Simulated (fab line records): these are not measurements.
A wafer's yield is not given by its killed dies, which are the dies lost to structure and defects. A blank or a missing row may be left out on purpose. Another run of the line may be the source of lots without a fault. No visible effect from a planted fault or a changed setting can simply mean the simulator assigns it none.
fab line records	flow sky130
record: lots: 24	wafers: 72	last-day: 50
route steps=708 shown NWELL@34 LOCAL_INTERCONNECT@400 VIA1@480 VIA2@523 VIA3@576
lots untouched by any fault: they come from a run of this same line in which no faults occurred
start-h: hours from the record's opening day to when the first of the lot's shown wafers began	wait-h: hours elapsed since this lot's preceding step	" repeats the value in the row above	L1.1+2: a single row standing in for several wafers	- either no value or no given start	* or withheld: withheld	< > ~ a bound
route shown NAME@n: names a module that has steps shown in the file, with the first one's number in the route	usual: the fault-free wafers' mean and standard deviation	same: alike in all rows	chamber/n: place in a boat	sites: readings site by site	_std_site: their standard deviation	_edge_site: mean of outer sites minus mean of inner sites	radius-mm: for every site, how far away it sits from the centre of the wafer	mask NAME#n: copy n	behind: the tool/chamber that last shaped the wafer	hold: the reason the lot was held/the length of the hold in hours/how it ended	device: whichever transistor did not switch (one of n, p or np)	end of line: tests run on the same wafers once the route is complete	for a step that has no rows: nothing shown but its recipe	killed: the dies lost at the first sort to structure and to defects; this is not the yield of the wafer	map: a wafer's dies, marking killed ones x, the rest . and places with no die _
set.NAME: the run value of the setting; set.NAME@STEP: its run value at that earlier step	model.NAME: the simulator's own value behind a step, which no gauge read
route steps across a sampled set of lots; one table per step, one row per wafer
services: a tool's chamber out of use, with start hour (start-h, from the record's first day; less than 0 if before it), hours out, and reason
== steps ==
step: SKY_NWELL_THK_MEAS_02
recipe: reads: SiO2_of_NWELL_OXIDATION_01
usual: NWELL_OXIDATION_THK: 10.03/0.18
lot.wafer	tool	chamber	start-h	wait-h	NWELL_OXIDATION_THK[nm]
L074.3	film-metro-01	-	37.69	0.0	9.62
L074.5	"	-	"	"	9.73
L074.6	"	-	"	"	9.58
L075.2	film-metro-01	-	41.35	0.0	9.97
L075.3	"	-	"	"	9.88
L075.5	"	-	"	"	10.11
L076.1	film-metro-01	-	45.46	0.0	9.89
L076.3	"	-	"	"	9.87
L076.4	"	-	"	"	9.82
L077.2	film-metro-03	-	49.65	0.0	9.86
L077.3	"	-	"	"	9.85
L077.4	"	-	"	"	9.89
L078.1	film-metro-02	-	59.51	0.0	10.08
L078.2	"	-	"	"	10.13
L078.6	"	-	"	"	10.04
L079.1	film-metro-01	-	65.41	0.0	9.99
L079.5	"	-	"	"	10.00
L079.6	"	-	"	"	10.04
L080.1	film-metro-03	-	69.62	0.0	10.10
L080.2	"	-	"	"	10.09
L080.5	"	-	"	"	10.06
L081.1	film-metro-02	-	74.37	0.0	9.72
L081.3	"	-	"	"	9.74
L081.6	"	-	"	"	9.79
L082.3	film-metro-03	-	78.05	0.0	10.15
L082.4	"	-	"	"	10.28
L082.6	"	-	"	"	10.26
L083.3	film-metro-03	-	82.49	0.0	10.08
L083.5	"	-	"	"	10.09
L083.6	"	-	"	"	10.19
L084.1	film-metro-01	-	87.25	0.0	10.18
L084.2	"	-	"	"	10.27
L084.3	"	-	"	"	10.18
L085.1	film-metro-02	-	93.03	0.0	10.14
L085.2	"	-	"	"	10.17
L085.5	"	-	"	"	10.29
L086.4	film-metro-01	-	97.50	0.0	9.88
L086.5	"	-	"	"	9.92
L086.6	"	-	"	"	9.93
L087.1	film-metro-01	-	104.31	0.0	10.12
L087.2	"	-	"	"	10.33
L087.5	"	-	"	"	10.35
L088.2	film-metro-01	-	108.73	0.0	10.12
L088.4	"	-	"	"	10.14
L088.6	"	-	"	"	10.04
L089.1	film-metro-01	-	113.65	0.0	9.80
L089.2	"	-	"	"	9.84
L089.6	"	-	"	"	9.84
L090.2	film-metro-03	-	118.81	0.0	10.04
L090.3	"	-	"	"	9.97
L090.6	"	-	"	"	9.85
L091.2	film-metro-01	-	122.49	0.0	10.04
L091.3	"	-	"	"	10.01
L091.5	"	-	"	"	9.70
L092.1	film-metro-03	-	131.09	0.0	10.20
L092.2	"	-	"	"	10.14
L092.6	"	-	"	"	10.01
L093.1	film-metro-03	-	134.01	0.0	10.03
L093.2	"	-	"	"	10.12
L093.6	"	-	"	"	10.02
L094.1	film-metro-02	-	139.40	0.0	10.15
L094.2	"	-	"	"	10.26
L094.4	"	-	"	"	10.09
L095.1	film-metro-02	-	149.85	0.0	10.06
L095.2	"	-	"	"	10.16
L095.5	"	-	"	"	10.28
L097.2	film-metro-01	-	156.36	0.0	10.23
L097.4	"	-	"	"	10.11
L097.5	"	-	"	"	10.02
L096.3	film-metro-02	-	156.37	0.0	9.98
L096.5	"	-	"	"	10.05
L096.6	"	-	"	"	10.06
step: SKY_NWELL_STRIP_14
recipe: chemistry: O2/N2	power-w: 1400	pressure-mtorr: 1500	platen-temp-c: withheld	o2-flow-sccm: 3000	n2-flow-sccm: 300	overash-fraction: 0.5
usual: drypump-motor-current-A: 5.5/0.41	o2-flow-sccm: 2998/9.1	oes-product-au: 0.722/0.0047	strip-time-to-endpoint-s: 36.94/0.12
lot.wafer	tool	chamber	start-h	wait-h	drypump-motor-current-A	o2-flow-sccm	oes-product-au	rf-hours-counter-h	strip-time-to-endpoint-s
L074.3	plasma-asher-03	0	86.88	0.1	6.1	3006	0.730	-	36.80
L074.5	"	1	"	"	5.3	2995	0.723	-	36.79
L074.6	"	0	"	"	6.1	2999	0.724	-	36.78
L075.2	plasma-asher-03	1	90.36	0.1	5.3	2995	0.723	40	36.99
L075.3	"	0	"	"	6.1	2996	0.724	-	36.95
L075.5	"	1	"	"	5.3	3010	0.722	-	36.86
L076.1	plasma-asher-03	1	96.45	0.1	5.3	2994	0.723	40	36.92
L076.3	"	1	"	"	5.3	2988	0.727	-	36.91
L076.4	"	0	"	"	6.1	2996	0.720	-	37.02
L077.2	plasma-asher-03	1	100.20	0.1	5.4	2998	0.723	41	36.86
L077.3	"	1	"	"	5.3	2997	0.725	-	36.84
L077.4	"	0	"	"	6.1	3014	0.723	-	36.83
L078.1	plasma-asher-02	1	111.20	0.1	5.7	3007	0.723	31	36.95
L078.2	"	0	"	"	4.9	2990	0.723	31	37.02
L078.6	"	1	"	"	5.7	3000	0.719	-	36.94
L079.1	plasma-asher-02	1	117.55	0.1	5.7	2998	0.713	31	36.84
L079.5	"	0	"	"	4.9	3011	0.715	-	36.86
L079.6	"	1	"	"	5.7	2991	0.726	-	36.81
L080.1	plasma-asher-03	0	122.81	0.1	6.1	3006	0.721	43	37.20
L080.2	"	1	"	"	5.3	3005	0.720	43	37.04
L080.5	"	1	"	"	5.3	2998	0.730	-	37.01
L081.1	plasma-asher-03	1	127.40	0.1	5.3	2983	0.714	44	37.01
L081.3	"	1	"	"	5.3	2987	0.721	-	36.98
L081.6	"	0	"	"	6.1	2998	0.721	-	37.03
L082.3	plasma-asher-02	0	131.50	0.1	4.9	3000	0.721	-	37.14
L082.4	"	1	"	"	5.7	2998	0.719	-	37.22
L082.6	"	0	"	"	4.9	2998	0.716	-	37.13
L083.3	plasma-asher-02	1	138.29	0.1	5.7	2999	0.722	-	37.18
L083.5	"	0	"	"	5.0	3000	0.730	-	37.06
L083.6	"	1	"	"	5.7	3009	0.728	-	37.03
L084.1	plasma-asher-03	0	143.96	0.1	6.1	2997	0.727	46	36.66
L084.2	"	1	"	"	5.4	3002	0.727	46	36.67
L084.3	"	1	"	"	5.3	3018	0.721	-	36.79
L085.1	plasma-asher-03	1	149.70	0.1	5.3	2980	0.718	46	36.84
L085.2	"	0	"	"	6.1	3000	0.723	46	36.95
L085.5	"	0	"	"	6.1	2981	0.719	-	36.92
L086.4	plasma-asher-02	0	155.28	0.1	4.9	3004	0.722	-	37.07
L086.5	"	1	"	"	5.7	3020	0.726	-	37.21
L086.6	"	0	"	"	4.9	2997	0.731	-	37.02
L087.1	plasma-asher-04	0	160.96	0.1	5.1	3013	0.723	3	36.87
L087.2	"	1	"	"	5.4	3008	0.721	3	37.00
L087.5	"	1	"	"	5.4	3020	0.719	-	36.84
L088.2	plasma-asher-03	0	166.85	0.1	6.1	3006	0.718	48	36.99
L088.4	"	1	"	"	5.3	3001	0.725	-	36.91
L088.6	"	1	"	"	5.3	3001	0.726	-	36.98
L089.1	plasma-asher-02	1	173.05	0.1	5.7	2997	0.726	37	37.09
L089.2	"	0	"	"	5.0	3001	0.732	37	37.01
L089.6	"	0	"	"	4.9	3004	0.721	-	37.09
L090.2	plasma-asher-02	1	177.96	0.1	5.7	2994	0.723	38	36.96
L090.3	"	1	"	"	5.7	3008	0.726	-	36.87
L090.6	"	0	"	"	4.9	3010	0.721	-	36.98
L091.2	plasma-asher-03	0	182.95	0.1	6.1	2985	0.723	50	36.91
L091.3	"	1	"	"	5.3	3002	0.732	-	36.91
L091.5	"	1	"	"	5.3	3013	0.724	-	36.93
L092.1	plasma-asher-03	1	191.80	0.1	5.3	2990	0.720	50	37.00
L092.2	"	0	"	"	6.1	2993	0.715	50	37.14
L092.6	"	0	"	"	6.1	2991	0.723	-	37.10
L093.1	plasma-asher-03	0	195.00	0.1	6.1	2994	0.725	51	36.84
L093.2	"	1	"	"	5.3	2998	0.716	51	36.78
L093.6	"	1	"	"	5.4	3014	0.724	-	37.00
L094.1	plasma-asher-03	0	200.21	0.1	6.1	3000	0.725	51	36.87
L094.2	"	1	"	"	5.3	2995	0.722	51	36.89
L094.4	"	1	"	"	5.3	2992	0.710	-	36.86
L095.1	plasma-asher-02	1	211.05	0.1	5.7	3003	0.711	41	36.93
L095.2	"	0	"	"	4.9	3002	0.720	41	36.89
L095.5	"	1	"	"	5.7	2983	0.720	-	36.89
L097.2	plasma-asher-03	0	219.45	0.1	6.1	2980	0.710	53	36.64
L097.4	"	1	"	"	5.3	2997	0.724	-	36.75
L097.5	"	0	"	"	6.1	2988	0.721	-	36.76
L096.3	plasma-asher-02	0	219.60	0.1	5.0	3006	0.722	-	36.86
L096.5	"	0	"	"	4.9	2995	0.724	-	36.85
L096.6	"	1	"	"	5.7	3001	0.724	-	36.94
step: SKY_LOCAL_INTERCONNECT_ETCH_13
recipe: chemistry: N2/H2	target: BARC	ion-energy-ev: 200	bias-w: 100	pressure-mtorr: 30	n2-flow-sccm: 100	h2-flow-sccm: 200	icp-w: 500	stop-on: SiO2	time-s: 45.9	target-depth-a: 600
usual: drypump-motor-current-A: 5.7/0.33	oes-product-au: 0.854/0.005	throttle-valve-pct: 13.226/0.0081
lot.wafer	tool	chamber	start-h	wait-h	drypump-motor-current-A	oes-product-au	rf-hours-counter-h	throttle-valve-pct
L074.3	rie-metal-04	1	713.64	0.0	5.6	0.849	-	13.201
L074.5	"	0	"	"	5.4	0.860	-	13.243
L074.6	"	1	"	"	5.7	0.850	-	13.226
L075.2	rie-metal-03	0	715.08	0.0	5.5	0.851	14	13.234
L075.3	"	1	"	"	5.5	0.849	-	13.232
L075.5	"	0	"	"	5.5	0.857	-	13.214
L076.1	rie-metal-02	0	724.99	0.0	6.2	0.857	0	13.232
L076.3	"	0	"	"	6.2	0.854	-	13.235
L076.4	"	0	"	"	6.2	0.859	-	13.233
L077.2	rie-metal-04	0	726.97	0.0	5.3	0.848	5	13.231
L077.3	"	0	"	"	5.3	0.856	-	13.226
L077.4	"	1	"	"	5.7	0.860	-	13.215
L078.1	rie-metal-02	1	744.23	0.0	6.1	0.861	1	13.229
L078.2	"	0	"	"	6.2	0.860	1	13.227
L078.6	"	1	"	"	6.1	0.849	-	13.218
L079.1	rie-metal-03	1	746.22	0.0	5.5	0.851	7	13.207
L079.5	"	1	"	"	5.5	0.848	-	13.225
L079.6	"	0	"	"	5.5	0.858	-	13.220
L081.1	rie-metal-03	0	759.58	0.0	5.5	0.865	15	13.228
L081.3	"	0	"	"	5.5	0.858	-	13.242
L081.6	"	1	"	"	5.5	0.857	-	13.229
L080.1	rie-metal-04	1	760.23	0.0	5.6	0.855	3	13.228
L080.2	"	0	"	"	5.4	0.853	6	13.233
L080.5	"	1	"	"	5.6	0.850	-	13.220
L082.3	rie-metal-04	1	771.64	0.0	5.6	0.858	-	13.211
L082.4	"	0	"	"	5.4	0.858	-	13.234
L082.6	"	1	"	"	5.6	0.844	-	13.233
L083.3	rie-metal-02	0	773.59	0.0	6.1	0.855	-	13.223
L083.5	"	1	"	"	6.1	0.863	-	13.229
L083.6	"	0	"	"	6.2	0.859	-	13.219
L084.1	rie-metal-03	0	774.88	0.0	5.5	0.847	16	13.215
L084.2	"	1	"	"	5.5	0.854	8	13.210
L084.3	"	1	"	"	5.4	0.852	-	13.237
L088.2	rie-metal-04	0	807.17	0.0	5.4	0.856	8	13.216
L088.4	"	1	"	"	5.6	0.854	-	13.221
L088.6	"	1	"	"	5.6	0.856	-	13.227
L087.1	rie-metal-04	1	809.38	0.0	5.6	0.856	4	13.231
L087.2	"	0	"	"	5.4	0.850	8	13.224
L087.5	"	1	"	"	5.7	0.853	-	13.223
L085.1	rie-metal-02	1	811.77	0.0	6.1	0.858	4	13.225
L085.2	"	0	"	"	6.1	0.853	3	13.233
L085.5	"	0	"	"	6.2	0.863	-	13.230
L086.4	rie-metal-04	1	813.59	0.0	5.7	0.849	-	13.225
L086.5	"	0	"	"	5.3	0.861	-	13.233
L086.6	"	1	"	"	5.7	0.856	-	13.234
L089.1	rie-metal-03	1	826.37	0.0	5.5	0.853	9	13.225
L089.2	"	0	"	"	5.5	0.844	17	13.227
L089.6	"	0	"	"	5.5	0.845	-	13.228
L090.2	rie-metal-02	0	831.82	0.0	6.2	0.857	4	13.225
L090.3	"	0	"	"	6.2	0.857	-	13.233
L090.6	"	1	"	"	6.1	0.858	-	13.239
L091.2	rie-metal-02	1	842.43	0.0	6.1	0.855	5	13.228
L091.3	"	0	"	"	6.2	0.860	-	13.217
L091.5	"	0	"	"	6.2	0.861	-	13.233
L093.1	rie-metal-02	0	847.63	0.0	6.2	0.859	5	13.239
L093.2	"	1	"	"	6.1	0.853	6	13.222
L093.6	"	0	"	"	6.2	0.856	-	13.223
L092.1	rie-metal-04	1	847.97	0.0	5.6	0.858	6	13.216
L092.2	"	0	"	"	5.3	0.861	10	13.240
L092.6	"	0	"	"	5.3	0.854	-	13.238
L094.1	rie-metal-03	1	854.98	0.0	5.5	0.853	11	13.220
L094.2	"	0	"	"	5.5	0.848	0	13.223
L094.4	"	1	"	"	5.5	0.850	-	13.235
L095.1	rie-metal-02	1	867.82	0.0	6.1	0.855	6	13.218
L095.2	"	0	"	"	6.2	0.848	5	13.235
L095.5	"	0	"	"	6.2	0.855	-	13.227
L096.3	rie-metal-04	1	876.40	0.0	5.6	0.856	-	13.234
L096.5	"	1	"	"	5.6	0.853	-	13.229
L096.6	"	0	"	"	5.3	0.856	-	13.216
L097.2	rie-metal-04	0	878.18	0.0	5.4	0.852	11	13.237
L097.4	"	0	"	"	5.4	0.855	-	13.221
L097.5	"	1	"	"	5.6	0.855	-	13.227
step: SKY_VIA1_RS_MEAS_22
recipe: thk-meas-gauge: four-point-probe	reads: W_of_VIA1_CVD_21+TiN_of_VIA1_SPUTTER_20
usual: VIA1_W_RS: 0.427/0.0039
lot.wafer	tool	chamber	start-h	wait-h	VIA1_W_RS[ohm/sq]
L074.3	film-metro-03	-	800.44	0.1	0.425
L074.5	"	-	"	"	0.425
L074.6	"	-	"	"	0.427
L075.2	film-metro-02	-	801.28	0.1	0.422
L075.3	"	-	"	"	0.421
L075.5	"	-	"	"	0.424
L076.1	film-metro-02	-	810.45	0.1	0.428
L076.3	"	-	"	"	0.426
L076.4	"	-	"	"	0.428
L077.2	film-metro-02	-	811.52	0.1	0.428
L077.3	"	-	"	"	0.431
L077.4	"	-	"	"	0.430
L078.1	film-metro-02	-	830.13	0.1	0.432
L078.2	"	-	"	"	0.430
L078.6	"	-	"	"	0.433
L079.1	film-metro-03	-	831.16	0.1	0.438
L079.5	"	-	"	"	0.437
L079.6	"	-	"	"	0.434
L081.1	film-metro-03	-	843.95	0.1	0.427
L081.3	"	-	"	"	0.429
L081.6	"	-	"	"	0.428
L080.1	film-metro-04	-	846.22	0.1	0.434
L080.2	"	-	"	"	0.431
L080.5	"	-	"	"	0.434
L082.3	film-metro-02	-	856.03	0.1	0.428
L082.4	"	-	"	"	0.425
L082.6	"	-	"	"	0.425
L083.3	film-metro-03	-	857.70	0.1	0.422
L083.5	"	-	"	"	0.426
L083.6	"	-	"	"	0.430
L084.1	film-metro-03	-	859.55	0.1	0.425
L084.2	"	-	"	"	0.427
L084.3	"	-	"	"	0.429
L088.2	film-metro-03	-	890.37	0.1	0.429
L088.4	"	-	"	"	0.422
L088.6	"	-	"	"	0.422
L087.1	film-metro-03	-	892.47	0.1	0.424
L087.2	"	-	"	"	0.424
L087.5	"	-	"	"	0.420
L085.1	film-metro-02	-	894.72	0.1	0.425
L085.2	"	-	"	"	0.431
L085.5	"	-	"	"	0.427
L086.4	film-metro-04	-	896.36	0.1	0.433
L086.5	"	-	"	"	0.428
L086.6	"	-	"	"	0.428
L089.1	film-metro-04	-	908.99	0.1	0.431
L089.2	"	-	"	"	0.423
L089.6	"	-	"	"	0.427
L090.2	film-metro-02	-	913.79	0.1	0.425
L090.3	"	-	"	"	0.429
L090.6	"	-	"	"	0.426
L091.2	film-metro-02	-	924.87	0.1	0.425
L091.3	"	-	"	"	0.419
L091.5	"	-	"	"	0.422
L093.1	film-metro-04	-	929.37	0.1	0.424
L093.2	"	-	"	"	0.427
L093.6	"	-	"	"	0.427
L092.1	film-metro-03	-	930.57	0.1	0.425
L092.2	"	-	"	"	0.424
L092.6	"	-	"	"	0.426
L094.1	film-metro-02	-	935.40	0.1	0.425
L094.2	"	-	"	"	0.428
L094.4	"	-	"	"	0.432
L095.1	film-metro-04	-	948.62	0.1	0.425
L095.2	"	-	"	"	0.425
L095.5	"	-	"	"	0.432
L096.3	film-metro-02	-	957.55	0.1	0.426
L096.5	"	-	"	"	0.420
L096.6	"	-	"	"	0.426
L097.2	film-metro-04	-	959.30	0.1	0.426
L097.4	"	-	"	"	0.427
L097.5	"	-	"	"	0.429
step: SKY_VIA2_STRIP_16
recipe: chemistry: O2/N2	power-w: 1400	pressure-mtorr: 1500	platen-temp-c: withheld	o2-flow-sccm: 3000	n2-flow-sccm: 300	overash-fraction: 0.5
usual: drypump-motor-current-A: 5.22/0.29	o2-flow-sccm: 2999/9.8	oes-product-au: 0.399/0.0043	strip-time-to-endpoint-s: 4.050/0.026
lot.wafer	tool	chamber	start-h	wait-h	drypump-motor-current-A	o2-flow-sccm	oes-product-au	rf-hours-counter-h	strip-time-to-endpoint-s
L074.3	plasma-asher-03	0	855.91	0.1	6.08	3003	0.404	-	4.048
L074.5	"	0	"	"	6.07	2986	0.406	-	4.062
L074.6	"	1	"	"	5.30	3001	0.402	-	4.076
L075.2	plasma-asher-04	1	856.23	0.0	5.38	3012	0.404	68	4.048
L075.3	"	0	"	"	5.11	2993	0.399	-	4.107
L075.5	"	0	"	"	5.13	2988	0.397	-	4.041
L076.1	plasma-asher-04	0	865.13	0.1	5.11	2996	0.400	69	4.044
L076.3	"	1	"	"	5.36	2996	0.394	-	4.062
L076.4	"	0	"	"	5.09	2982	0.394	-	4.052
L077.2	plasma-asher-04	0	866.38	0.0	5.12	2985	0.402	69	4.037
L077.3	"	0	"	"	5.15	2988	0.394	-	4.026
L077.4	"	1	"	"	5.39	3021	0.395	-	4.040
L078.1	plasma-asher-01	0	884.68	0.0	5.09	3021	0.397	47	4.060
L078.2	"	1	"	"	5.02	3012	0.399	47	4.061
L078.6	"	1	"	"	5.01	3007	0.396	-	4.068
L079.1	plasma-asher-01	0	885.78	0.0	5.09	2992	0.402	47	4.063
L079.5	"	0	"	"	5.09	2982	0.399	-	4.073
L079.6	"	1	"	"	5.04	3008	0.408	-	4.052
L081.1	plasma-asher-04	0	897.42	0.0	5.11	2991	0.397	73	4.054
L081.3	"	0	"	"	5.08	3003	0.399	-	4.089
L081.6	"	1	"	"	5.35	2998	0.389	-	4.063
L080.1	plasma-asher-03	1	899.18	0.0	5.34	2999	0.402	13	4.069
L080.2	"	0	"	"	6.07	3004	0.400	13	4.022
L080.5	"	0	"	"	6.07	3005	0.403	-	4.054
L082.3	plasma-asher-04	0	908.60	0.1	5.13	2999	0.404	-	4.066
L082.4	"	1	"	"	5.39	3008	0.400	-	4.079
L082.6	"	1	"	"	5.38	3011	0.399	-	4.059
L083.3	plasma-asher-01	1	910.16	0.1	5.03	3003	0.400	-	4.035
L083.5	"	1	"	"	5.04	2990	0.396	-	4.013
L083.6	"	0	"	"	5.08	2993	0.396	-	3.992
L084.1	plasma-asher-03	0	912.37	0.0	6.08	2992	0.397	14	4.004
L084.2	"	1	"	"	5.32	2997	0.396	14	3.994
L084.3	"	1	"	"	5.36	2994	0.400	-	4.018
L088.2	plasma-asher-01	1	942.57	0.0	5.05	2998	0.401	53	4.025
L088.4	"	0	"	"	5.07	2983	0.404	-	4.038
L088.6	"	0	"	"	5.07	3002	0.405	-	4.035
L087.1	plasma-asher-03	0	945.38	0.0	6.08	2996	0.402	18	4.016
L087.2	"	1	"	"	5.31	2984	0.403	18	4.022
L087.5	"	1	"	"	5.31	2992	0.395	-	4.068
L085.1	plasma-asher-04	0	947.32	0.0	5.11	2991	0.401	77	4.022
L085.2	"	1	"	"	5.37	2995	0.398	77	4.012
L085.5	"	0	"	"	5.11	3000	0.399	-	4.028
L086.4	plasma-asher-01	0	947.66	0.1	5.07	2991	0.392	-	4.049
L086.5	"	0	"	"	5.09	2991	0.400	-	4.063
L086.6	"	1	"	"	5.04	3007	0.397	-	4.028
L089.1	plasma-asher-01	0	959.72	0.0	5.08	3018	0.406	55	4.080
L089.2	"	1	"	"	5.02	3007	0.395	55	4.033
L089.6	"	0	"	"	5.07	3006	0.405	-	4.055
L090.2	plasma-asher-01	1	965.18	0.0	5.04	2994	0.393	55	4.015
L090.3	"	1	"	"	5.03	2992	0.398	-	4.038
L090.6	"	1	"	"	5.03	2988	0.394	-	4.046
L091.2	plasma-asher-01	0	975.38	0.0	5.08	2973	0.396	56	4.019
L091.3	"	0	"	"	5.08	2995	0.403	-	4.065
L091.5	"	1	"	"	5.03	3008	0.399	-	4.016
L093.1	plasma-asher-01	0	979.78	0.0	5.06	3004	0.394	57	4.069
L093.2	"	1	"	"	5.03	2999	0.405	57	4.064
L093.6	"	0	"	"	5.07	3003	0.400	-	4.051
L092.1	plasma-asher-01	0	980.12	0.0	5.08	2996	0.401	57	4.055
L092.2	"	1	"	"	5.02	2991	0.391	57	4.020
L092.6	"	1	"	"	5.05	3002	0.395	-	4.036
L094.1	plasma-asher-01	1	985.37	0.0	5.04	3026	0.398	57	4.098
L094.2	"	0	"	"	5.09	2996	0.387	57	4.093
L094.4	"	1	"	"	5.01	3016	0.404	-	4.092
L095.1	plasma-asher-04	0	998.67	0.0	5.12	2987	0.399	82	4.031
L095.2	"	1	"	"	5.35	2994	0.398	82	4.033
L095.5	"	1	"	"	5.37	2994	0.396	-	4.039
L096.3	plasma-asher-04	0	1006.40	0.1	5.11	3006	0.400	-	4.000
L096.5	"	1	"	"	5.37	3000	0.397	-	4.032
L096.6	"	0	"	"	5.11	2991	0.397	-	4.032
L097.2	plasma-asher-01	0	1008.57	0.0	5.08	3001	0.398	60	4.073
L097.4	"	1	"	"	5.02	3003	0.397	-	4.078
L097.5	"	1	"	"	5.02	2998	0.402	-	4.091
step: SKY_VIA3_BOW_MEAS_03
recipe: mode: bow
usual: VIA3_BOW: 80/7.6
lot.wafer	tool	chamber	start-h	wait-h	VIA3_BOW[um]
L074.3	film-metro-02	-	910.77	0.2	66
L074.5	"	-	"	"	79
L074.6	"	-	"	"	76
L075.2	film-metro-03	-	910.82	0.3	79
L075.3	"	-	"	"	87
L075.5	"	-	"	"	84
L076.1	film-metro-02	-	920.66	0.1	81
L076.3	"	-	"	"	81
L076.4	"	-	"	"	89
L077.2	film-metro-04	-	920.91	0.3	75
L077.3	"	-	"	"	76
L077.4	"	-	"	"	82
L078.1	film-metro-04	-	938.27	0.2	86
L078.2	"	-	"	"	74
L078.6	"	-	"	"	77
L079.1	film-metro-04	-	939.76	0.2	96
L079.5	"	-	"	"	65
L079.6	"	-	"	"	88
L081.1	film-metro-03	-	951.69	0.2	82
L081.3	"	-	"	"	79
L081.6	"	-	"	"	82
L080.1	film-metro-03	-	953.29	0.1	62
L080.2	"	-	"	"	83
L080.5	"	-	"	"	83
L082.3	film-metro-04	-	961.28	0.3	96
L082.4	"	-	"	"	93
L082.6	"	-	"	"	78
L083.3	film-metro-04	-	962.38	0.3	84
L083.5	"	-	"	"	86
L083.6	"	-	"	"	94
L084.1	film-metro-02	-	965.69	0.2	81
L084.2	"	-	"	"	76
L084.3	"	-	"	"	80
L088.2	film-metro-03	-	993.64	0.3	89
L088.4	"	-	"	"	72
L088.6	"	-	"	"	73
L087.1	film-metro-04	-	996.96	0.2	72
L087.2	"	-	"	"	78
L087.5	"	-	"	"	75
L085.1	film-metro-02	-	997.72	0.1	74
L085.2	"	-	"	"	74
L085.5	"	-	"	"	73
L086.4	film-metro-04	-	998.79	0.2	93
L086.5	"	-	"	"	73
L086.6	"	-	"	"	74
L089.1	film-metro-03	-	1011.43	0.1	73
L089.2	"	-	"	"	77
L089.6	"	-	"	"	73
L090.2	film-metro-03	-	1016.28	0.1	80
L090.3	"	-	"	"	82
L090.6	"	-	"	"	73
L091.2	film-metro-02	-	1025.59	0.3	85
L091.3	"	-	"	"	72
L091.5	"	-	"	"	84
L092.1	film-metro-04	-	1031.03	0.2	86
L092.2	"	-	"	"	92
L092.6	"	-	"	"	73
L093.1	film-metro-02	-	1031.31	0.1	74
L093.2	"	-	"	"	76
L093.6	"	-	"	"	64
L094.1	film-metro-02	-	1033.96	0.1	68
L094.2	"	-	"	"	79
L094.4	"	-	"	"	86
L095.1	film-metro-04	-	1047.44	0.1	79
L095.2	"	-	"	"	91
L095.5	"	-	"	"	81
L096.3	film-metro-04	-	1055.60	0.1	81
L096.5	"	-	"	"	79
L096.6	"	-	"	"	82
L097.2	film-metro-02	-	1057.79	0.2	76
L097.4	"	-	"	"	88
L097.5	"	-	"	"	84
== services ==
tool	chamber	start-h	hours	kind
rie-metal-04	0	89.69	4.5	repair
rie-metal-04	0	110.76	2.4	repair
rie-metal-04	-	244.58	1.0	repair
plasma-asher-03	-	244.97	11.5	repair
rie-metal-04	-	319.73	2.7	repair
rie-metal-04	0	333.81	8.8	repair
plasma-asher-03	-	413.24	0.7	repair
rie-metal-04	-	420.83	28.1	pm
plasma-asher-01	-	421.25	9.0	pm
plasma-asher-01	-	436.25	4.5	repair
plasma-asher-01	-	481.38	2.2	repair
rie-metal-04	-	499.64	1.0	repair
rie-metal-04	-	539.58	14.6	pm
plasma-asher-03	-	712.16	11.0	repair
plasma-asher-03	-	721.15	3.4	repair
plasma-asher-01	-	726.36	4.0	pm
plasma-asher-03	-	733.75	9.0	pm
plasma-asher-03	-	798.01	4.9	repair
plasma-asher-01	-	800.89	0.4	repair
plasma-asher-03	-	871.62	6.3	repair
plasma-asher-03	-	877.91	10.0	pm
plasma-asher-03	-	889.36	1.4	repair
plasma-asher-01	-	916.76	1.6	repair
plasma-asher-03	-	1006.89	6.4	repair
== key ==
fault none
